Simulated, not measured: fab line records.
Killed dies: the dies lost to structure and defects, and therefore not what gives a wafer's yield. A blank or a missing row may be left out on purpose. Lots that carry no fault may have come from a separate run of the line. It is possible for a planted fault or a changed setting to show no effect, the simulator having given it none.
Matching of chambers ; flow sfq-line ; SFQ_TRILAYER_L0_VIA_ETCH_VIA_ETCH_016 on rie-diel-04 has 4 sister chambers
The step etches SiO2 in CHF3, stops on MoNx KI, target depth 80 nm. 8 wafers are shown with their chamber, then 6 later ones without.

== WAFERS PAIRED WITH THEIR CHAMBERS ==
wafer;chamber;bias-w (W);oes-product-au (a.u.)
L132.5;0;80.26;0.839
L143.1;0;79.84;0.844
L143.2;3;79.97;0.828
L144.3;3;80.02;0.836
L144.6;1;80.22;0.843
L145.3;2;80.15;0.832
L145.5;2;80.27;0.839
L145.6;1;79.81;0.849

== WAFERS WITHOUT THEIR CHAMBER ==
wafer;bias-w (W);oes-product-au (a.u.)
L147.2;79.70;0.833
L147.3;80.20;0.830
L147.6;79.98;0.831
L148.1;79.94;0.852
L148.2;79.92;0.841
L148.4;80.18;0.845

== EACH ONE'S CHAMBER ==
wafer;from the rows above;in truth
L147.2;can't be placed: 3 or 0 or 2 or 1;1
L147.3;can't be placed: 3 or 2 or 0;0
L147.6;can't be placed: 3 or 2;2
L148.1;can't be placed: 1 or 0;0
L148.2;can't be placed: 0 or 1 or 2 or 3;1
L148.4;can't be placed: 1 or 0 or 2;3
Correctly placed: 0 of 6. Can't be placed from these rows: 6 (the true chamber is among the candidates in 5). 0 placed wrongly.
How it was worked out, from the rows above alone: a wafer's distance from a chamber is the root of the sum, over the readings, of the square of ((its reading less the chamber's mean) divided by the reading's scatter). The wafer belongs to the nearest chamber; if the next one is less than 2 further off, it can't be placed. The mean given for a chamber averages the wafers shown for that chamber. How the scatter is found: for the shown wafers, subtract from each reading the mean of its chamber, square and add these, divide the total by (wafers less chambers), then take the root.
